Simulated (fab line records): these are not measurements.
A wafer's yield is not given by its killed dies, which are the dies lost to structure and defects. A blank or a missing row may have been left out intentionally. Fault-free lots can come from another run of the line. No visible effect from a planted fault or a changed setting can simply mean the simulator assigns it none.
Which tool is to blame? ; flow gf180mcu ; 15 lots, 45 wafers sampled, at 1 step of a route of 602

## WHAT THE GAUGES READ, wafer by wafer
GF_V1_OVL_MEAS_15. Usual: V1_OVL typically reads 1 nm, with standard deviation 4.7.
lot;measured;on;V1_OVL (nm);flag
L801;day 18 11:45;overlay-01;1 3 8;
L802;day 18 17:42;overlay-02;3 4 -1;
L803;day 19 09:36;overlay-02;6 -4 -6;
L805;day 20 12:26;overlay-01;-6 12 10;
L806;day 21 03:38;overlay-01;-6 2 -8;
L809;day 21 21:17;overlay-01;-4 0 1;
L810;day 22 13:05;overlay-01;5 4 6;
L812;day 22 22:12;overlay-01;1 1 -7;
L813;day 23 00:06;overlay-01;9 -2 -1;
L814;day 23 10:24;overlay-02;-5 -2 4;
L815;day 23 20:05;overlay-01;3 4 -7;
L818;day 24 19:11;overlay-01;-5 -2 -3;
L821;day 25 17:17;overlay-02;3 8 3;
L824;day 26 13:18;overlay-01;1 3 -2;
L823;day 26 15:59;overlay-01;-1 6 -1;

## WHAT TOOL EACH LOT RAN ON (gives the tool, then ch and the chambers of the sampled wafers, and finally the start)
Record: no process step prior to these readings.

## WHAT THE TOOLS THEMSELVES READ (means of the sampled wafers that have a number; where no wafer has one, the mark that the record gives instead)
The record holds no such reading with a usual standard deviation.

## THE ANSWER, worked out from the rows above alone
Rule: lot off if the mean of its wafers having a number is beyond 3 standard deviations from the usual mean. Also off: a lot with no number at a reading for which 4 or more lots have one. The other lots that the step has rows for count as sound. First the gauges in route order, then the tools' own readings, where a lot's mean is used as printed above. The first step at which some lot is off is used, and at that step the reading that is off furthest; a lot without a number counts as furthest.
No lot is off at any reading shown: from this, nothing can be told.

## WHAT THE SIMULATOR PUT IN
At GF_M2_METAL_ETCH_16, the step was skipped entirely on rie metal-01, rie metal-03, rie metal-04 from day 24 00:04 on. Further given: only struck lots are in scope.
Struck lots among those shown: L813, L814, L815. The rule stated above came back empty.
